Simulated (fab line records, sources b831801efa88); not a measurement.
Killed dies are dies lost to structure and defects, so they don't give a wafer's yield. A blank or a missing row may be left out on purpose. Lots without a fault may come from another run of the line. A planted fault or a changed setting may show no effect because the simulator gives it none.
Problem report in the 8D (eight disciplines) form, filled by code | flow gf180mcu | the parts of the form that need people (team, actions taken, sign-off) are left out

1. THE PROBLEM
VT_IMPLANT_2_TW at GF_VT_IMPLANT_TW_MEAS_21 reads a mean of 1095 on 6 wafers of 2 lots; wafers without a fault read 1214 with a standard deviation of 7.5. That is -16 standard deviations from the usual mean.
First seen on wafer L996.1, day 11 06:30, on film_metro-04. The record holds 39 wafers of 13 lots with a number at this step. Rule for "out", or "out of limits": more than 4 standard deviations from the usual mean. The other wafers with a number count as sound.

2. WHAT IT IS AND WHAT IT IS NOT
question                    | is                           | is not
which readings at this step | VT_IMPLANT_2_TW              | -
which lots                  | L996, L997                   | L100, L979, L980, L981, L984, L985, L986, L988, L989, L998, L999
which wafers of those lots  | all that have a number       | -
read on which gauges        | film_metro-03, film_metro-04 | film_metro-01
when                        | from day 11 06:30            | up to then (24 sound wafers); but 9 sound wafers of L100, L998, L999 came after

3. SUSPECTS, AND WHAT RULES EACH OUT
Counting: a tool at a process step up to the reading stays a suspect if it ran every lot that is out and no sound lot after the first of them.
- the gauge at GF_VT_IMPLANT_TW_MEAS_21: ruled out. The wafers that are out were read on 2 gauges (film_metro-03, film_metro-04).
- implanter-03 at GF_VT_IMPLANT_IMPLANT_19: kept. It ran every lot that is out, first L996 (day 11 06:15), and no sound lot after that; its last sound lot up to then is L988 (day 8 19:55). Its own readings are out on those wafers: dose_ions_cm2, faraday_current_uA.
Left after counting: implanter-03 at GF_VT_IMPLANT_IMPLANT_19.

4. THE CAUSE (what the simulator had put in)
Process parameter drift: implanter-03, from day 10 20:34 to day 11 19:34, at GF_VT_IMPLANT_IMPLANT_19. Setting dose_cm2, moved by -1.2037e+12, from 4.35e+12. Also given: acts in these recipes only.
Counting left only this tool.

5. THE CHAIN OF EFFECTS, in route order
Each row: a reading whose mean over the struck wafers that have a number lies more than 3 standard deviations from the usual. Only readings for which the record gives a usual standard deviation are gone through. hours: the time from each lot's start at the first step in this table that gives one to its start at this step, as a median over the lots. sigmas: the change in usual standard deviations.
hours | step                     | reading            | usual    | on struck wafers | change    | sigmas
0     | GF_VT_IMPLANT_IMPLANT_19 | dose_ions_cm2      | 4.35e+12 | 3.15e+12         | -1.20e+12 | -99 or more
0     | GF_VT_IMPLANT_IMPLANT_19 | faraday_current_uA | 24.5     | 17.6             | -6.9      | -16
0     | GF_VT_IMPLANT_TW_MEAS_21 | VT_IMPLANT_2_TW    | 1214     | 1095             | -119      | -16
The process steps in it:
- GF_VT_IMPLANT_IMPLANT_19
Later measuring or inspecting steps at which every struck wafer that the step has a row for has a number for every such reading, and none has moved that far: GF_SAB_OVL_MEAS_10.

6. WHAT WOULD HAVE CAUGHT IT SOONER
In this record the first reading out of limits at a measuring or inspecting step was taken at day 11 06:30, 10 hours after the fault began at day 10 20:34.
The tool's own readings at GF_VT_IMPLANT_IMPLANT_19 were out on every struck wafer that the step has a row for (dose_ions_cm2, faraday_current_uA): an alarm limit on them would have fired on the first of those.
Of the lots that are out (2), L997 began GF_VT_IMPLANT_IMPLANT_19 on implanter-03 after day 11 06:30. A hold on the tool at that time would have spared it.
